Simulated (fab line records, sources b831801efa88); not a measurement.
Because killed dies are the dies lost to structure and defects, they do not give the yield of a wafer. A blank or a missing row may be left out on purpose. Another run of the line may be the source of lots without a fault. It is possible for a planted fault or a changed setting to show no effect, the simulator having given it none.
Which tool is to blame? + flow sky130 + 36 wafers from 12 lots sampled at 3 of the route's 708 steps

== WHAT THE GAUGES SHOWED, per wafer ==
SKY_RES_PROTECT_TW_MEAS_08. Usual: for POLY_GATE_TW the level is 4026 and the standard deviation is 29.
| lot  | measured     | on           | POLY_GATE_TW   | flag |
|------|--------------|--------------|----------------|------|
| L455 | day 15 13:27 | filmMetro-02 | 4015 4004 3997 |      |
| L457 | day 16 02:09 | filmMetro-02 | 4015 4002 3998 |      |
| L458 | day 16 04:41 | filmMetro-02 | 4006 4004 4000 |      |
| L459 | day 16 14:46 | filmMetro-01 | 4092 4095 4074 |      |
| L463 | day 18 09:44 | filmMetro-01 | 4005 4002 4022 |      |
| L464 | day 18 16:54 | filmMetro-04 | 3998 3995 3991 |      |
| L465 | day 18 22:02 | filmMetro-02 | 4002 4019 3982 |      |
| L467 | day 19 11:07 | filmMetro-02 | 3985 3975 3991 |      |
| L468 | day 20 01:50 | filmMetro-02 | 4020 4018 4023 |      |
| L469 | day 20 13:02 | filmMetro-04 | 4054 4093 4055 |      |
| L470 | day 20 14:11 | filmMetro-02 | 3984 4026 3993 |      |
| L478 | day 23 09:43 | filmMetro-04 | 4038 4024 4032 |      |

SKY_LDD_P_TW_MEAS_11. Usual: for LDD_P_TW the level is 635 and the standard deviation is 4.
| lot  | measured     | on           | LDD_P_TW    | flag |
|------|--------------|--------------|-------------|------|
| L455 | day 19 10:41 | filmMetro-01 | 646 642 643 |      |
| L457 | day 20 01:41 | filmMetro-01 | 637 637 642 |      |
| L458 | day 20 03:20 | filmMetro-01 | 639 635 638 |      |
| L459 | day 20 15:20 | filmMetro-03 | 635 642 638 |      |
| L463 | day 22 12:56 | filmMetro-02 | 632 631 633 |      |
| L464 | day 22 17:24 | filmMetro-01 | 640 640 637 |      |
| L465 | day 22 23:46 | filmMetro-02 | 635 634 631 |      |
| L467 | day 23 14:01 | filmMetro-01 | 632 634 636 |      |
| L468 | day 24 01:24 | filmMetro-02 | 576 576 579 | OFF  |
| L469 | day 24 15:12 | filmMetro-01 | 635 636 631 |      |
| L470 | day 24 18:34 | filmMetro-02 | 582 582 580 | OFF  |
| L478 | day 27 07:19 | filmMetro-02 | 627 630 628 |      |

== WHICH TOOL RAN EACH LOT (tool, then ch and the chambers of the sampled wafers, then the start) ==
| lot  | SKY_LDD_P_IMPLANT_09            |
|------|---------------------------------|
| L455 | implanter-01 ch 0, day 19 10:26 |
| L457 | implanter-01 ch 0, day 20 01:28 |
| L458 | implanter-02 ch 0, day 20 03:08 |
| L459 | implanter-02 ch 0, day 20 15:07 |
| L463 | implanter-02 ch 0, day 22 12:41 |
| L464 | implanter-01 ch 0, day 22 17:09 |
| L465 | implanter-04 ch 0, day 22 23:31 |
| L467 | implanter-04 ch 0, day 23 13:47 |
| L468 | implanter-04 ch 0, day 24 01:09 |
| L469 | implanter-01 ch 0, day 24 14:57 |
| L470 | implanter-04 ch 0, day 24 18:19 |
| L478 | implanter-02 ch 0, day 27 07:04 |
- SKY_LDD_P_IMPLANT_09

== WHAT THE TOOLS THEMSELVES READ (means of the sampled wafers that have a number; where no wafer has one, the mark that the record gives instead) ==
SKY_LDD_P_IMPLANT_09. Usual: beamOnS 10.03 s, standard deviation 0.19; endStationPressureTorr 5.03e-06 Torr, standard deviation 2.7e-07; faradayCurrentUA 56.2, standard deviation 1.1.
| lot  | tool         | beamOnS (s) | endStationPressureTorr (Torr) | faradayCurrentUA | flag |
|------|--------------|-------------|-------------------------------|------------------|------|
| L455 | implanter-01 | 10.03       | 5.05e-06                      | 56.2             |      |
| L457 | implanter-01 | 9.93        | 4.91e-06                      | 56.7             |      |
| L458 | implanter-02 | 9.96        | 5.17e-06                      | 56.5             |      |
| L459 | implanter-02 | 10.08       | 5.13e-06                      | 56.0             |      |
| L463 | implanter-02 | 10.08       | 4.87e-06                      | 55.9             |      |
| L464 | implanter-01 | 9.83        | 4.92e-06                      | 57.4             |      |
| L465 | implanter-04 | 10.08       | 4.84e-06                      | 56.0             |      |
| L467 | implanter-04 | 9.92        | 5.04e-06                      | 56.7             |      |
| L468 | implanter-04 | 7.70        | 5.00e-06                      | 73.0             | OFF  |
| L469 | implanter-01 | 10.10       | 5.16e-06                      | 55.9             |      |
| L470 | implanter-04 | 7.69        | 5.46e-06                      | 73.2             | OFF  |
| L478 | implanter-02 | 10.22       | 4.95e-06                      | 55.2             |      |

== THE ANSWER, worked out from the rows above alone ==
Rule: lot off if the mean of its wafers having a number is beyond 3 standard deviations from the usual mean. A lot without any number at a reading at which 4 lots or more have one is off too. Any other lot the step has rows for is counted as sound. After the gauges, taken in route order, come the tools' own readings; for these a lot's mean is taken, as printed above. At the first step where some lot is off, the reading lying furthest off is the one used; lots without a number count as furthest.
Off: L468, L470, seen at SKY_LDD_P_TW_MEAS_11 (LDD_P_TW).
A tool fits if, at a process step before that reading, it ran every lot that is off, and no sound lot after the first of them. Not tried: the gauges at SKY_LDD_P_TW_MEAS_11; whatever is off there is also off at SKY_LDD_P_IMPLANT_09, on other tools, and gauge error can't account for it. One fits: SKY_LDD_P_IMPLANT_09 on implanter-04. A fault onset in the window from L467 (day 23 13:47, its last sound lot) to L468 (day 24 01:09, its first lot off) fits.
The tool's own readings at SKY_LDD_P_IMPLANT_09 bear it out: on the lots that are off they differ by more than 5 times the standard deviation of the sound lots' means. beamOnS reads 7.70 s there against 10.02 s on the sound lots; faradayCurrentUA reads 73.1 there against 56.2 on the sound lots.

== WHAT THE SIMULATOR PUT IN ==
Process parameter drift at SKY_LDD_P_IMPLANT_09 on implanter-04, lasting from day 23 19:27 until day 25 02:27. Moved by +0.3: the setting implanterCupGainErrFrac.
Struck lots among those shown: L468, L470. This agrees with what the rule above found.
